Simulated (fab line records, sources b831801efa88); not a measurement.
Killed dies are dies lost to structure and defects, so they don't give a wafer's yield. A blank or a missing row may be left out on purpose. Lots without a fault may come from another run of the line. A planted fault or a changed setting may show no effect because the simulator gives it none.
Chamber matching | flow sky130 | SKY_VIA1_CMP_02 on cmp-02: 4 sister chambers
The step polishes SiO2. 8 wafers are shown with their chamber, then 8 later ones without.

WAFERS WITH THEIR CHAMBER
wafer  | chamber | motor_current_A (A)
L077.2 | 2       | 10.7
L078.5 | 2       | 10.7
L085.4 | 0       | 9.2
L085.5 | 3       | 13.0
L087.2 | 1       | 10.8
L087.3 | 0       | 9.3
L087.5 | 3       | 12.7
L093.2 | 1       | 10.7

WAFERS WITHOUT THEIR CHAMBER
wafer  | motor_current_A (A)
L093.3 | 13.4
L093.5 | 9.9
L095.1 | 9.7
L095.2 | 10.9
L095.5 | 10.9
L096.3 | 13.6
L096.4 | 10.2
L096.5 | 11.0

WHICH CHAMBER EACH WENT THROUGH
wafer  | from the rows above          | in truth
L093.3 | 3                            | 3
L093.5 | can't be placed: 0 or 2 or 1 | 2
L095.1 | 0                            | 0
L095.2 | can't be placed: 1 or 2      | 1
L095.5 | can't be placed: 1 or 2      | 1
L096.3 | 3                            | 3
L096.4 | can't be placed: 2 or 1      | 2
L096.5 | can't be placed: 1 or 2      | 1
Placed correctly: 3 of 8. Can't be placed from these rows: 5 (the true chamber is among the candidates in 5). Placed wrongly: 0.
How it was worked out, from the rows above alone: a wafer's distance from a chamber is the root of the sum, over the readings, of the square of ((its reading less the chamber's mean) divided by the reading's scatter). The wafer belongs to the nearest chamber; if the next one is less than 2 further off, it can't be placed. A chamber's mean is the mean of its shown wafers. The scatter: the root of (the sum of the squares of (reading less its chamber's mean) over the shown wafers, divided by (wafers less chambers)).
